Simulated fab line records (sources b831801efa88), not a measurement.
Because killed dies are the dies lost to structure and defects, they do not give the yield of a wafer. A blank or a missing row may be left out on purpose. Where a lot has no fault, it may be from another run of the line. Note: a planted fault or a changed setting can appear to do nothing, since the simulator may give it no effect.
Code-filled problem report in 8D (eight disciplines) form / flow gf180mcu / the parts of the form that need people (team, actions taken, sign-off) are left out

## 1. THE PROBLEM
CONTACT_CVD_02_THK at GF_CONTACT_THK_MEAS_03 reads a mean of 602 nm on 3 wafers of 2 lots; wafers without a fault read 858 nm with a standard deviation of 12. Measured from the usual mean, that is -21 standard deviations.
Seen first at day 21 11:20 on film-metro-01, wafer L218.3. At this step, 36 wafers from 12 lots have a number in the record. By rule, "out" or "out of limits" means more than 4 standard deviations away from the usual mean. The rest of the wafers with a number are treated as sound.

## 2. WHAT IT IS AND WHAT IT IS NOT
question=which readings at this step | is=CONTACT_CVD_02_THK | is not=-
question=which lots | is=L218, L219 | is not=L201, L202, L204, L205, L207, L210, L213, L221, L222, L224
question=which wafers of those lots | is=L218.3, L218.6, L219.4 | is not=L218.2, L219.1, L219.5
question=read on which gauges | is=film-metro-01 | is not=film-metro-03, film-metro-04
question=when | is=from day 21 11:20 | is not=up to then (22 sound wafers); but 11 sound wafers of L219, L221, L222, L224 came after

## 3. THE SUSPECTS, EACH WITH WHAT RULES IT OUT
Counting: any tool at a process step up to the reading remains a suspect provided it ran every lot that is out. Sound lots after the first of them don't rule it out here, since some wafers of a struck lot are sound.
- ruled out: the gauge at GF_CONTACT_THK_MEAS_03. All the wafers that are out were read on film-metro-01, but those of them that GF_CONTACT_CMP_04 has rows for are out there too, on other tools.
- rtp-anneal-02 at GF_HV_LDD_RTA_52 (time 10 s): kept. It processed each lot that is out (first: L218, day 18 06:49); up to then, its last sound lot is L204 (day 13 09:49).
- pecvd-02 at GF_CONTACT_CVD_02 (deposits SiO2 from TEOS, target thk 860 nm, time 95.992 s): kept. It processed each lot that is out (first: L218, day 21 11:14); up to then, its last sound lot is L207 (day 17 04:38).
After counting, rtp-anneal-02 at GF_HV_LDD_RTA_52 and pecvd-02 at GF_CONTACT_CVD_02 remain.

## 4. THE CAUSE (what the simulator had put in)
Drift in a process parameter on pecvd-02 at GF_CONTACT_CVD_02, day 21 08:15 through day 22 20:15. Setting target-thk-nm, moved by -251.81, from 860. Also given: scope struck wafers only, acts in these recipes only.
This tool is one of the 2 suspects left after counting.

## 5. THE EFFECT CHAIN, in route order
Rows list readings where the struck wafers' mean (over those with a number) sits beyond 3 standard deviations from the usual. Readings are gone through only where the record gives a usual standard deviation; hours: the median, over the lots, of the time from a lot's start at the first step in this table giving one to that lot's start at this step; sigmas: the change measured in usual standard deviations.
hours=0; step=GF_CONTACT_THK_MEAS_03; reading=CONTACT_CVD_02_THK; usual=858 nm; on struck wafers=602; change=-256; sigmas=-21
hours=0; step=GF_CONTACT_CMP_04; reading=time-to-endpoint-s; usual=108 s; on struck wafers=14; change=-94; sigmas=-16
The process steps in it:
- GF_CONTACT_CMP_04: polishes SiO2.
Later steps that measure or inspect, where all struck wafers having a row at the step show a number for every such reading and not one has moved that far: GF_CONTACT_RS_MEAS_25.

## 6. HOW IT WOULD HAVE BEEN CAUGHT EARLIER
3 hours passed between the start of the fault at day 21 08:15 and the first reading out of limits at a measuring or inspecting step in this record, taken at day 21 11:20.
Of the tool readings at GF_CONTACT_CVD_02 for which the record gives a usual standard deviation, none was out on any struck wafer, so an alarm limit of 4 standard deviations on them would not have fired.
Lots out: 2; of these, L219 started GF_CONTACT_CVD_02 on pecvd-02 after day 21 11:20. A tool hold placed at that time would have kept it from harm.
